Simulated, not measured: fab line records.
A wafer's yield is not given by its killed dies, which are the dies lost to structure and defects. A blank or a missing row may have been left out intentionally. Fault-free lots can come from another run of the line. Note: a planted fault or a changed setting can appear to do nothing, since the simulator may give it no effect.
Matching of chambers :: flow gf180mcu :: GF_V3_ETCH_16 on rieDiel-03 has 4 sister chambers
The step etches BARC in N2/H2. 4 wafers are shown with their chamber, then 7 later ones without.

== EACH WAFER AND ITS CHAMBER ==
wafer: L303.1
chamber: 2
biasW (W): 100.1

wafer: L305.5
chamber: 0
biasW (W): 99.5

wafer: L306.2
chamber: 1
biasW (W): 99.7

wafer: L306.4
chamber: 3
biasW (W): 100.5

== WAFERS MISSING THEIR CHAMBER ==
wafer: L306.6
biasW (W): 100.5

wafer: L307.2
biasW (W): 100.0

wafer: L307.4
biasW (W): 99.9

wafer: L307.6
biasW (W): 99.7

wafer: L318.1
biasW (W): 99.8

wafer: L318.4
biasW (W): 99.9

wafer: L318.5
biasW (W): 99.9

== WHICH CHAMBER EACH ONE RAN IN ==
wafer: L306.6
from the rows above: 3
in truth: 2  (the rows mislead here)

wafer: L307.2
from the rows above: can't be placed: 2 or 1
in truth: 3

wafer: L307.4
from the rows above: can't be placed: 2 or 1 or 0
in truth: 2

wafer: L307.6
from the rows above: can't be placed: 1 or 0
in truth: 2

wafer: L318.1
from the rows above: can't be placed: 1 or 0 or 2
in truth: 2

wafer: L318.4
from the rows above: can't be placed: 2 or 1 or 0
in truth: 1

wafer: L318.5
from the rows above: can't be placed: 2 or 1 or 0
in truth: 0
Correctly placed: 0 of 7. Not placeable from these rows: 6 (in 4, the candidates include the true chamber). Placed wrongly: 1.
How it was worked out, from the rows above alone: a wafer's distance from a chamber is the root of the sum, over the readings, of the square of ((its reading less the chamber's mean) divided by the reading's scatter). If the next closest chamber is less than 2 further off than the closest, the wafer can't be placed; otherwise it belongs to the closest. A chamber's mean is the mean of its shown wafers. The scatter (one wafer shown for each chamber): square how far every hidden wafer sits from the nearest shown wafer, average those squares and take the square root.
